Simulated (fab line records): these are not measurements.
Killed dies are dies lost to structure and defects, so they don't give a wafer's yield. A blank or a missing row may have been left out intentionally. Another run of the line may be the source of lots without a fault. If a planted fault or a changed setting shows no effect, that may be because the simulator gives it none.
Comparing a struck lot with a sound one | flow sfq-line | 42 out of 325 route steps
Sound: these wafers, L194.3, L194.5, L194.6. Wafers L196.4, L196.5, L196.6 were the ones struck. At the end, the cause is stated.
Order at every step that has rows: each side's tool, ch and its chambers, its first start. Under that, the readings that differ: sound wafers | struck wafers | difference of the means | sigmas: that difference in standard deviations of wafers without a fault.
alike: same words and numbers on both sides, and readings whose means sit less than 2 such deviations apart. not compared: any withheld reading, any reading some wafer has no value for, any bound like >300 that may hide the same value, and any number with overlapping values for which the record gives no deviation.
Wherever a step has rows on one side only, a row that says differs or no value, or a row with sigmas, the two part there. When numbers do not overlap yet have no deviation, they are printed without sigmas and do not part them. Lack of a reading on every wafer of one side parts them only where that side has two or more wafers.

first, 6 steps without rows for these wafers: SFQ_TRILAYER_M6_LITHO_COAT_164 (resist thk 62 nm); SFQ_TRILAYER_M6_LITHO_COAT_159 (resist thk 600 nm); SFQ_TRILAYER_M6_LITHO_SOFTBAKE_163; SFQ_TRILAYER_M6_LITHO_EXPOSE_160 (exposes mask M6, target cd 500 nm); SFQ_TRILAYER_M6_LITHO_PEB_162 (peb time 60 s); SFQ_TRILAYER_M6_LITHO_DEVELOP_161 (time 60 s).
SFQ_M6_OVL_MEAS_940:
  sound on overlay-02 at day 75 10:56; struck on overlay-02 at day 75 20:21
  alike: M6_OVL
then, 1 step without rows for these wafers: SFQ_TRILAYER_M6_BARC_OPEN_METAL_ETCH_206 (etches BARC in O2, target depth 125 nm, time 41.7 s).
SFQ_TRILAYER_M6_ETCH_METAL_ETCH_162: etches Nb in Cl2/Ar, stops on SiO2, target depth 240 nm, time 120 s.
  sound on rie-metal-03 ch 0,1, day 75 11:04; struck on rie-metal-03 ch 0,1, day 75 20:28
  alike: drypump-motor-current-A, oes-product-au
  not compared: rf-hours-counter-h
then, 3 steps without rows for these wafers: SFQ_TRILAYER_M6_STRIP_STRIP_163 (strips in O2); SFQ_TRILAYER_M6_STRIP_SOLV_CLEAN_164 (cleans in NMP, time 600 s); SFQ_TRILAYER_I6_DEP_PECVD_165 (deposits SiO2 from SiH4/N2O, time 111.11 s, target thk 500 nm).
SFQ_TRILAYER_I6_CMP_CMP_166: polishes SiO2.
  sound on cmp-01 ch 1,2, day 75 12:30; struck on cmp-02 ch 1,2, day 75 21:54
  no value came back on the struck wafers for edge-zone-pressure-frac, head-pressure-psi (psi), motor-current-A (A), time-to-endpoint-s (s); on the sound wafers edge-zone-pressure-frac reads 0.998 0.992 0.999
  reading                                             | sound             | struck          | difference | sigmas
  model.SiO2_of_TRILAYER_I6_DEP_PECVD_165.thk-nm (nm) | 200.6 200.8 198.8 | 502.4 503 500.4 | +301.9     |
SFQ_I6_BOW_MEAS_941:
  sound on film-metro-03 at day 75 15:02; struck on film-metro-02 at day 76 00:28
  alike: I6_BOW
SFQ_TRILAYER_I6_METRO_MEASURE_167:
  sound on film-metro-03 at day 75 15:31; struck on film-metro-02 at day 76 01:07
  reading     | sound             | struck            | difference | sigmas
  thk-nm (nm) | 200.6 200.8 198.8 | 502.2 503.1 500.6 | +301.9     | +99 or more
then, 6 steps without rows for these wafers: SFQ_TRILAYER_I6_VIA_LITHO_COAT_174 (resist thk 62 nm); SFQ_TRILAYER_I6_VIA_LITHO_COAT_169 (resist thk 650 nm); SFQ_TRILAYER_I6_VIA_LITHO_SOFTBAKE_173; SFQ_TRILAYER_I6_VIA_LITHO_EXPOSE_170 (exposes mask I6, target cd 700 nm); SFQ_TRILAYER_I6_VIA_LITHO_PEB_172 (peb time 60 s); SFQ_TRILAYER_I6_VIA_LITHO_DEVELOP_171 (time 60 s).
-- the record jumps here: 4 days lie between the struck wafers' starts before and after --
SFQ_I6_OVL_MEAS_942:
  sound on overlay-01 at day 79 17:45; struck on overlay-02 at day 80 08:53
  alike: I6_OVL
then, 1 step without rows for these wafers: SFQ_TRILAYER_I6_VIA_BARC_OPEN_VIA_ETCH_235 (etches BARC in O2, target depth 125 nm, time 41.7 s).
SFQ_TRILAYER_I6_VIA_ETCH_VIA_ETCH_172: etches SiO2 in CHF3, stops on Nb, target depth 260 nm.
  sound on rie-diel-03 ch 0,1, day 79 17:49; struck on rie-diel-01 ch 0,1, day 80 08:56
  reading                        | sound             | struck            | difference | sigmas
  oes-product-au (a.u.)          | 0.855 0.858 0.840 | 1.618 1.632 1.628 | +0.775     | +99 or more
  model.etch.depth-nm (nm)       | 200.6 200.8 198.8 | 260.1 261.3 261.4 | +60.9      |
  model.I6.feature-depth-nm (nm) | 200.6 200.8 198.8 | 260.1 261.3 261.4 | +60.9      |
  alike: drypump-motor-current-A
then, 2 steps without rows for these wafers: SFQ_TRILAYER_I6_VIA_STRIP_STRIP_173 (strips in O2); SFQ_TRILAYER_I6_VIA_STRIP_SOLV_CLEAN_174 (cleans in NMP, time 600 s).
SFQ_TRILAYER_M7_DEP_PRE_CLEAN_176: time 22.5 s.
  sound on pvd-sputter-06 at day 79 18:43; struck on pvd-sputter-05 at day 80 09:49
  reading                                             | sound             | struck            | difference | sigmas
  model.SiO2_of_TRILAYER_I6_DEP_PECVD_165.thk-nm (nm) | 193.1 193.3 191.3 | 494.9 495.5 492.9 | +301.9     |
SFQ_TRILAYER_M7_DEP_SPUTTER_175: material Nb, target thk 200 nm, time 133.3 s.
  sound on pvd-sputter-06 at day 79 18:45; struck on pvd-sputter-05 at day 80 09:51
  alike: throttle-valve-pct
SFQ_M7_RS_MEAS_943: measurement is done with a four-point probe.
  sound on film-metro-03 at day 79 18:53; struck on film-metro-04 at day 80 10:00
  reading           | sound             | struck            | difference | sigmas
  M7_NB_RS (ohm/sq) | 0.866 0.871 0.874 | 0.897 0.889 0.901 | +0.025     | +2
then, 6 steps without rows for these wafers: SFQ_TRILAYER_M7_LITHO_COAT_182 (resist thk 62 nm); SFQ_TRILAYER_M7_LITHO_COAT_177 (resist thk 600 nm); SFQ_TRILAYER_M7_LITHO_SOFTBAKE_181; SFQ_TRILAYER_M7_LITHO_EXPOSE_178 (exposes mask M7, target cd 500 nm); SFQ_TRILAYER_M7_LITHO_PEB_180 (peb time 60 s); SFQ_TRILAYER_M7_LITHO_DEVELOP_179 (time 60 s).
SFQ_M7_OVL_MEAS_945:
  sound on overlay-01 at day 80 13:10; struck on overlay-01 at day 80 17:59
  alike: M7_OVL
then, 1 step without rows for these wafers: SFQ_TRILAYER_M7_BARC_OPEN_METAL_ETCH_229 (etches BARC in O2, target depth 125 nm, time 41.7 s).
SFQ_TRILAYER_M7_ETCH_METAL_ETCH_180: etches Nb in Cl2/Ar, stops on SiO2, target depth 240 nm, time 120 s.
  sound on rie-metal-02 ch 0,1, day 80 13:18; struck on rie-metal-02 ch 0,1, day 80 18:06
  alike: drypump-motor-current-A, oes-product-au
  not compared: rf-hours-counter-h
SFQ_TRILAYER_M7_STRIP_STRIP_181: strips in O2.
  sound on rie-metal-02 ch 0,1, day 80 13:35; struck on rie-metal-02 ch 0,1, day 80 18:23
  alike: drypump-motor-current-A, oes-product-au
  not compared: rf-hours-counter-h
then, 1 step without rows for these wafers: SFQ_TRILAYER_M7_STRIP_SOLV_CLEAN_182 (cleans in NMP, time 600 s).
SFQ_TRILAYER_I7_DEP_PECVD_183: deposits SiO2 from SiH4/N2O, time 111.11 s, target thk 500 nm.
  sound on pecvd-01 ch 0,1, day 80 14:10; struck on pecvd-02 ch 0,1,2, day 80 19:00
  alike: heater-power-w, throttle-valve-pct
  not compared: since-wet-clean-h
-- the record jumps here: 8 days lie between the struck wafers' starts before and after --
SFQ_M8_BOW_MEAS_951:
  sound on film-metro-02 at day 84 20:32; struck on film-metro-04 at day 88 20:16
  reading                 | sound             | struck            | difference | sigmas
  model.etest.i6.link-ohm | 1.858 1.852 1.871 | 1e+06 1e+06 1e+06 | +1e+06     |
  alike: M8_BOW

== WHERE THEY PART ==
At SFQ_TRILAYER_I6_CMP_CMP_166 first; at SFQ_M7_RS_MEAS_943 last (within this record only). Later steps at which nothing parts them and some readings are alike: SFQ_M7_OVL_MEAS_945, SFQ_TRILAYER_M7_ETCH_METAL_ETCH_180, SFQ_TRILAYER_M7_STRIP_STRIP_181, SFQ_TRILAYER_I7_DEP_PECVD_183, SFQ_M8_BOW_MEAS_951.

WHY: the cause the simulator had injected
Step skipped in full: cmp-02, at SFQ_TRILAYER_I6_CMP_CMP_166, from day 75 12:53 onward. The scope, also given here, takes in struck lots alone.
